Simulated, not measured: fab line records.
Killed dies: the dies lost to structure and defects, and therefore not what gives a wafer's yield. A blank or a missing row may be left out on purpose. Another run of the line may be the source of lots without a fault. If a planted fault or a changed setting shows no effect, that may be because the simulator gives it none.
fab line records ; flow sky130
record lots=14; wafers=42; lastDay=50
route steps=708 shown METAL4@601 PAD_OPEN@708
lots untouched by any fault: they come from a run of this same line in which no faults occurred
startH: start of the lot's first displayed wafer, in hours after the record's first day ; waitH: hours from the lot's prior step to this one ; " unchanged from the row above ; L1.1+2: a row that stands for several wafers ; - value missing, or start not given ; * or withheld: withheld ; < > ~ a bound
route shown NAME@n: a module of which the file shows steps, and the number in the route of the first ; usual: mean/standard deviation of fault-free wafers ; same: alike in all rows ; chamber/n: place in a boat ; sites: readings site by site ; _std_site: standard deviation across them ; _edge_site: outer sites' mean less inner sites' ; radiusMm: how far each site lies from the wafer's centre ; mask NAME#n: copy n ; behind: tool/chamber where the wafer was last shaped ; hold: why the lot went on hold/how many hours it stayed there/how the hold came to an end ; device: whichever transistor did not switch (one of n, p or np) ; end of line: tests of these same wafers at the route's end ; for a step that has no rows: nothing shown but its recipe ; killed: dies lost to structure and defects at the first sort, not the wafer's yield ; map: shows each die of a wafer: x if killed, . if not, _ if none is there
set.NAME: the setting as run; set.NAME@STEP: as run at that earlier step ; model.NAME: the simulator's own value behind a step, which no gauge read
a sample of lots followed through the steps of the route, with each step as a table and each wafer as a row
services: when a tool's chamber went out of use (startH, in hours from the record's first day, below 0 if earlier), for how many hours, and the reason
## steps
# step SKY_METAL4_SPUTTER_03
# recipe material=Ti; targetThkNm=5; powerW=3000; timeS=3.3; chamberPressurePa=0.4
# usual throttleValvePct=30.6/1.1
lot.wafer;tool;chamber;startH;waitH;throttleValvePct
L372.3;pvdSputter-04;-;949.41;0.0;30.6
L372.5;pvdSputter-04;-;949.41;0.0;32.3
L372.6;pvdSputter-04;-;949.41;0.0;30.9
L373.1;pvdSputter-02;-;949.76;0.0;30.2
L373.2;pvdSputter-02;-;949.76;0.0;30.1
L373.5;pvdSputter-02;-;949.76;0.0;31.3
L374.1;pvdSputter-04;-;952.59;0.0;29.8
L374.2;pvdSputter-04;-;952.59;0.0;31.4
L374.3;pvdSputter-04;-;952.59;0.0;32.2
L375.1;pvdSputter-02;-;960.22;0.0;31.3
L375.3;pvdSputter-02;-;960.22;0.0;30.0
L375.6;pvdSputter-02;-;960.22;0.0;31.2
L376.3;pvdSputter-04;-;964.29;0.0;31.4
L376.4;pvdSputter-04;-;964.29;0.0;32.6
L376.5;pvdSputter-04;-;964.29;0.0;30.0
L380.1;pvdSputter-02;-;997.79;0.0;28.1
L380.3;pvdSputter-02;-;997.79;0.0;30.4
L380.4;pvdSputter-02;-;997.79;0.0;31.3
L381.1;pvdSputter-04;-;1003.62;0.0;32.5
L381.2;pvdSputter-04;-;1003.62;0.0;31.3
L381.6;pvdSputter-04;-;1003.62;0.0;31.3
L384.2;pvdSputter-04;-;1021.48;0.0;30.4
L384.5;pvdSputter-04;-;1021.48;0.0;31.1
L384.6;pvdSputter-04;-;1021.48;0.0;30.1
L389.2;pvdSputter-02;-;1057.81;0.0;30.2
L389.5;pvdSputter-02;-;1057.81;0.0;29.8
L389.6;pvdSputter-02;-;1057.81;0.0;31.5
L390.1;pvdSputter-02;-;1059.33;0.0;29.8
L390.3;pvdSputter-02;-;1059.33;0.0;27.9
L390.4;pvdSputter-02;-;1059.33;0.0;31.5
L391.2;pvdSputter-04;-;1063.68;0.0;31.2
L391.4;pvdSputter-04;-;1063.68;0.0;29.9
L391.5;pvdSputter-04;-;1063.68;0.0;32.7
L392.2;pvdSputter-04;-;1070.21;0.0;29.8
L392.4;pvdSputter-04;-;1070.21;0.0;31.4
L392.6;pvdSputter-04;-;1070.21;0.0;30.6
L393.4;pvdSputter-03;-;1080.40;0.0;28.8
L393.5;pvdSputter-03;-;1080.40;0.0;28.9
L393.6;pvdSputter-03;-;1080.40;0.0;31.1
L394.1;pvdSputter-03;-;1081.41;0.0;31.6
L394.4;pvdSputter-03;-;1081.41;0.0;28.8
L394.5;pvdSputter-03;-;1081.41;0.0;30.9
# step SKY_PAD_OPEN_PROBE_99
# usual defectLimitedYield=82.6/1.8; killed_at_M0_to_M3=43/6.6; killed_at_M4_up=3.4/1.8; killedAtContacts=24/4.9; killedAtFrontEnd=15/4.1; killedAtOther=0.3/0.55; killedDies=85/8.8; killedOnRim=17/3.7; killedOpen=46/6.1; killedShort=39/5.7; sort_bin_3_pad_short=0.9/0.41; sort_bin_5_function=10.1/1.5; sort_bin_6_memory=6.4/1; sortNPass=407/8.8; sortYieldPct=82.6/1.8
# same grossDies=492; killedAtBackSide=0; sort_bin_4_leakage[%]=0; sort_bin_8_speed[%]=0
lot.wafer;tool;chamber;startH;waitH;defectLimitedYield[%];killed_at_M0_to_M3;killed_at_M4_up;killedAtContacts;killedAtFrontEnd;killedAtOther;killedDies;killedOnRim;killedOpen;killedShort;sort_bin_3_pad_short[%];sort_bin_5_function[%];sort_bin_6_memory[%];sortNPass;sortYieldPct[%]
L381.1;prober-02;-;1139.27;0.1;82.5;49;2;21;14;0;86;15;47;39;1.2;9.8;6.5;406;82.5
L381.2;prober-02;-;1139.32;0.1;86.0;37;3;18;11;0;69;12;40;29;0.2;6.5;7.3;423;86.0
L381.6;prober-02;-;1139.52;0.2;83.5;37;0;29;15;0;81;19;51;30;0.8;10.0;5.7;411;83.5
L384.2;prober-01;-;1151.93;0.1;83.7;33;3;23;19;2;80;14;43;36;0.6;8.5;7.1;412;83.7
L384.5;prober-01;-;1152.08;0.2;83.5;42;1;22;16;0;81;14;36;45;0.8;11.0;4.7;411;83.5
L384.6;prober-01;-;1152.13;0.2;80.7;46;3;27;17;2;95;17;57;37;1.4;10.2;7.7;397;80.7
L389.2;prober-02;-;1182.06;0.1;73.0;46;40;27;20;0;133;28;49;52;3.0;16.3;7.7;359;73.0
L389.5;prober-02;-;1182.21;0.2;74.8;39;45;23;16;1;124;19;45;39;1.6;16.1;7.5;368;74.8
L389.6;prober-02;-;1182.26;0.2;77.4;44;34;17;16;0;111;18;40;40;2.0;14.4;6.1;381;77.4
L390.1;prober-01;-;1183.51;0.1;79.5;38;42;12;9;0;101;13;32;30;2.2;13.6;4.7;391;79.5
L390.3;prober-01;-;1183.61;0.2;79.7;37;32;19;11;1;100;28;31;40;1.8;12.8;5.7;392;79.7
L390.4;prober-01;-;1183.66;0.2;73.6;54;39;24;13;0;130;28;47;46;2.2;17.7;6.5;362;73.6
L393.4;prober-02;-;1198.31;0.2;81.5;42;3;25;20;1;91;21;43;46;0.8;10.6;7.1;401;81.5
L393.5;prober-02;-;1198.36;0.2;78.7;58;5;26;16;0;105;20;55;49;1.6;13.0;6.7;387;78.7
L393.6;prober-02;-;1198.41;0.2;83.1;45;3;22;13;0;83;17;46;37;1.0;10.2;5.7;409;83.1
# killed by level:class
L381.1 VIA1:geometricParticle:open=12 METAL1:geometricParticle:short=9 CONTACT:geometricParticle:open=7 VIA3:geometricParticle:open=7 VIA1:geometricParticle:short=6 LI_CONTACT:geometricParticle:open=6 METAL2:geometricParticle:short=4 FIELD_ISO:geometricParticle:short=3
L381.2 METAL2:geometricParticle:short=9 VIA1:geometricParticle:open=7 CONTACT:geometricParticle:open=7 LI_CONTACT:geometricParticle:open=6 METAL1:geometricParticle:short=6 VIA2:geometricParticle:open=5 FIELD_ISO:geometricParticle:open=4 VIA3:geometricParticle:open=4
L381.6 CONTACT:geometricParticle:open=12 LI_CONTACT:geometricParticle:open=11 VIA1:geometricParticle:open=10 POLY_GATE:geometricParticle:short=5 METAL3:geometricParticle:short=5 FIELD_ISO:geometricParticle:open=4 METAL1:geometricParticle:open=4 METAL2:geometricParticle:short=3
L384.2 LI_CONTACT:geometricParticle:open=9 VIA2:geometricParticle:open=7 FIELD_ISO:geometricParticle:open=6 CONTACT:geometricParticle:open=6 VIA1:geometricParticle:short=5 VIA1:geometricParticle:open=5 POLY_GATE:geometricParticle:short=4 CONTACT:geometricParticle:short=4
L384.5 METAL1:geometricParticle:short=8 CONTACT:geometricParticle:open=7 VIA1:geometricParticle:short=7 LOCAL_INTERCONNECT:geometricParticle:short=6 LI_CONTACT:geometricParticle:short=5 VIA2:geometricParticle:open=5 VIA3:geometricParticle:open=5 FIELD_ISO:geometricParticle:short=4
L384.6 CONTACT:geometricParticle:open=11 VIA1:geometricParticle:open=10 VIA2:geometricParticle:open=9 LI_CONTACT:geometricParticle:open=9 VIA3:geometricParticle:open=7 FIELD_ISO:geometricParticle:short=5 METAL1:geometricParticle:short=5 VIA1:geometricParticle:short=5
L389.2 METAL4:unspecified=32 LI_CONTACT:geometricParticle:open=9 VIA1:geometricParticle:short=9 VIA3:geometricParticle:open=8 CONTACT:geometricParticle:open=8 METAL1:geometricParticle:short=6 VIA1:geometricParticle:open=6 METAL4:geometricParticle:short=5
L389.5 METAL4:unspecified=38 VIA1:geometricParticle:open=14 CONTACT:geometricParticle:open=9 VIA2:geometricParticle:open=8 LOCAL_INTERCONNECT:geometricParticle:short=6 METAL4:geometricParticle:short=6 FIELD_ISO:geometricParticle:short=4 POLY_GATE:geometricParticle:short=4
L389.6 METAL4:unspecified=31 METAL1:geometricParticle:short=9 POLY_GATE:geometricParticle:short=7 VIA3:geometricParticle:open=7 VIA2:geometricParticle:open=6 CONTACT:geometricParticle:short=5 CONTACT:geometricParticle:open=5 POLY_GATE:geometricParticle:open=4
L390.1 METAL4:unspecified=39 METAL1:geometricParticle:short=9 VIA2:geometricParticle:open=6 VIA3:geometricParticle:open=6 LI_CONTACT:geometricParticle:open=5 METAL2:geometricParticle:short=3 POLY_GATE:geometricParticle:open=3 CONTACT:geometricParticle:open=3
L390.3 METAL4:unspecified=29 CONTACT:geometricParticle:open=8 VIA1:geometricParticle:open=7 VIA1:geometricParticle:short=6 VIA2:geometricParticle:open=5 VIA2:geometricParticle:short=5 FIELD_ISO:geometricParticle:short=4 LI_CONTACT:geometricParticle:open=4
L390.4 METAL4:unspecified=37 CONTACT:geometricParticle:open=11 METAL2:geometricParticle:short=11 METAL1:geometricParticle:short=9 VIA2:geometricParticle:open=9 VIA1:geometricParticle:open=8 VIA3:geometricParticle:short=6 FIELD_ISO:geometricParticle:open=5
L393.4 CONTACT:geometricParticle:open=9 VIA1:geometricParticle:open=9 METAL1:geometricParticle:short=7 VIA3:geometricParticle:open=6 FIELD_ISO:geometricParticle:short=5 VIA1:geometricParticle:short=5 LI_CONTACT:geometricParticle:short=4 LI_CONTACT:geometricParticle:open=4
L393.5 CONTACT:geometricParticle:open=11 VIA1:geometricParticle:open=11 VIA2:geometricParticle:open=9 METAL2:geometricParticle:short=8 METAL1:geometricParticle:short=8 VIA3:geometricParticle:open=6 CONTACT:geometricParticle:short=5 LI_CONTACT:geometricParticle:short=4
L393.6 VIA1:geometricParticle:open=10 VIA2:geometricParticle:open=9 VIA3:geometricParticle:open=7 LI_CONTACT:geometricParticle:open=7 METAL2:geometricParticle:short=7 CONTACT:geometricParticle:open=6 CONTACT:geometricParticle:short=5 POLY_GATE:geometricParticle:short=3
## services
tool;chamber;startH;hours;kind
pvdSputter-03;-;926.16;2.8;repair
pvdSputter-02;0;958.13;-;consumableReplace:kit
pvdSputter-02;0;958.13;18.0;scheduledDown
pvdSputter-02;0;958.13;18.0;ventCycle
pvdSputter-02;-;1002.10;4.2;repair
pvdSputter-04;1;1010.60;-;consumableReplace:kit
pvdSputter-04;1;1010.60;18.0;scheduledDown
pvdSputter-04;1;1010.60;18.0;ventCycle
pvdSputter-03;0;1017.86;-;consumableReplace:kit
pvdSputter-03;0;1017.86;18.0;scheduledDown
pvdSputter-03;0;1017.86;18.0;ventCycle
pvdSputter-03;-;1054.24;5.1;repair
pvdSputter-03;-;1077.57;2.4;repair
## key
firstSign step=SKY_PAD_OPEN_PROBE_99; reading=killed_at_M4_up; direction=up; sigmas=19; usual=3.4; struck=38.7
effect step=SKY_PAD_OPEN_PROBE_99; reading=killedDies; direction=up; sigmas=3.5; usual=85; struck=116
metAt SKY_METAL4_SPUTTER_03
struckLots L389,L390
onsetBetween 997.79 1057.81
fault kind=chamberParticleSource; tool=pvdSputter-02; chamber=-; onsetH=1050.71; steps=SKY_METAL4_SPUTTER_03; ratePerVisitCm2=0.43324; endH=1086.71
